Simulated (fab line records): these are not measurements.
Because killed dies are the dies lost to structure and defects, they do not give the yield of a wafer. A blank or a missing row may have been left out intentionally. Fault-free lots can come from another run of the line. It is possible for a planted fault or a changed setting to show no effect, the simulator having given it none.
Which tool was responsible?    flow gf180mcu    42 wafers sampled from 14 lots at 1 step of a route of 602

WHAT THE GAUGES SHOWED, per wafer
GF_M4_THK_MEAS_06: measures by xrf.
lot   measured      on             M4_ALCU_THK (nm)
L578  day 22 23:10  film-metro-02  449 450 452
L579  day 23 11:25  film-metro-03  453 451 453
L580  day 23 17:37  film-metro-03  453 452 455
L581  day 24 04:23  film-metro-03  450 451 447
L582  day 24 12:54  film-metro-02  445 448 452
L584  day 25 10:14  film-metro-02  445 444 447
L586  day 26 03:08  film-metro-03  453 453 450
L587  day 26 06:27  film-metro-01  450 452 459
L588  day 26 16:46  film-metro-02  446 445 450
L589  day 26 20:23  film-metro-02  446 441 446
L597  day 29 04:44  film-metro-01  444 445 446
L598  day 29 13:47  film-metro-01  436 440 438
L599  day 29 18:31  film-metro-01  453 452 447
L600  day 30 01:29  film-metro-03  451 446 449

WHAT TOOL EACH LOT RAN ON (gives the tool, then ch and the chambers of the sampled wafers, and finally the start)
Before these readings, the record contains no process step.

AS READ BY THE TOOLS THEMSELVES (means over the sampled wafers that have a number; for cases with no such wafer, the mark the record gives instead)
The record holds no such reading with a usual standard deviation.

THE ANSWER, worked out from the rows above alone
Rule: the usual values come from the lots themselves. The widest of any qualifying gaps counts: lots, ordered by their means at a reading, are off when they make up no more than a third of the lots, leave a main group of 4 or more, and stand apart from it by 3 or more times the standard deviation of that group's means. The tables above print the reading to a certain number of digits; a main group whose means all agree to those digits is not used. A lot without any number at a reading at which 4 lots or more have one is off too. All remaining lots with rows at the step are treated as sound. The gauges are gone through in route order, then the tools' own readings, and for those a lot's mean is taken as printed above. The first step at which some lot is off is used, and at that step the reading that is off furthest; a lot without a number counts as furthest.
None of the lots is off at any reading shown; this tells nothing.

WHAT THE SIMULATOR PUT IN
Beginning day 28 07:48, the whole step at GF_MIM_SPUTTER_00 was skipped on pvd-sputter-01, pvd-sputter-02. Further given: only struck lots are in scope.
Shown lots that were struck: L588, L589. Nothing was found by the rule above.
